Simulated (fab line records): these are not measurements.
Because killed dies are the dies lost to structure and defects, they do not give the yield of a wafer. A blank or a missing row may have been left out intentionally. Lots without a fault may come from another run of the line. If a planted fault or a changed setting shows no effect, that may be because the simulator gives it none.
The tool behind it: which one? -- flow gf180mcu -- 21 wafers from 7 lots sampled at 2 of the route's 602 steps

## WHAT THE GAUGES SHOWED, per wafer
GF_PSD_RS_MEAS_14: uses a four-point probe to measure.
lot,measured,on,NSD_RS (ohm/sq)
L226,day 14 15:38,film_metro-01,46.37 46.32 46.48
L228,day 15 16:44,film_metro-03,46.62 46.66 46.66
L231,day 16 09:27,film_metro-03,46.68 46.58 46.69
L233,day 17 07:28,film_metro-01,46.43 46.57 46.52
L235,day 17 23:49,film_metro-03,46.54 46.56 46.60
L239,day 19 22:46,film_metro-03,- - -
L243,day 21 01:44,film_metro-04,- - -

## WHICH TOOL RAN EACH LOT (tool, then ch and the chambers of the sampled wafers, then the start)
lot,GF_NSD_IMPLANT_09
L226,"implanter-02 ch 0, day 13 18:32"
L228,"implanter-02 ch 0, day 14 17:49"
L231,"implanter-02 ch 0, day 15 10:40"
L233,"implanter-04 ch 0, day 16 07:52"
L235,"implanter-02 ch 0, day 16 23:20"
L239,"implanter-02 ch 0, day 18 21:47"
L243,"implanter-02 ch 0, day 20 00:55"
- GF_NSD_IMPLANT_09

## THE ANSWER, worked out from the rows above alone
Rule: what is usual is taken from the lots themselves. The widest of any qualifying gaps counts: lots, ordered by their means at a reading, are off when they make up no more than a third of the lots, leave a main group of 4 or more, and stand apart from it by 3 or more times the standard deviation of that group's means. A main group is skipped when, at the precision printed for the reading in the tables above, its means are all equal. A lot without any number at a reading at which 4 lots or more have one is off too. All remaining lots with rows at the step are treated as sound.
Off: L239, L243, at GF_PSD_RS_MEAS_14 (NSD_RS). Without a number there: L239, L243. For the main group the mean is 46.55 ohm/sq and the standard deviation 0.097.
If a tool, at a process step before that reading, ran all the lots that are off and no sound lot after the first of them, it fits. The gauges at GF_PSD_RS_MEAS_14 are tried like those tools. One fits: GF_NSD_IMPLANT_09 on implanter-02. Its last sound lot is L235 (day 16 23:20), its first lot that is off L239 (day 18 21:47): a fault that began between those two fits.

## WHAT HAD BEEN PUT IN BY THE SIMULATOR
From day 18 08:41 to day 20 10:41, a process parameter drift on implanter-02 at GF_NSD_IMPLANT_09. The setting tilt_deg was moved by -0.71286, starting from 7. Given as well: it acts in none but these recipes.
Shown lots that were struck: L239, L243. The same result came from the rule above.
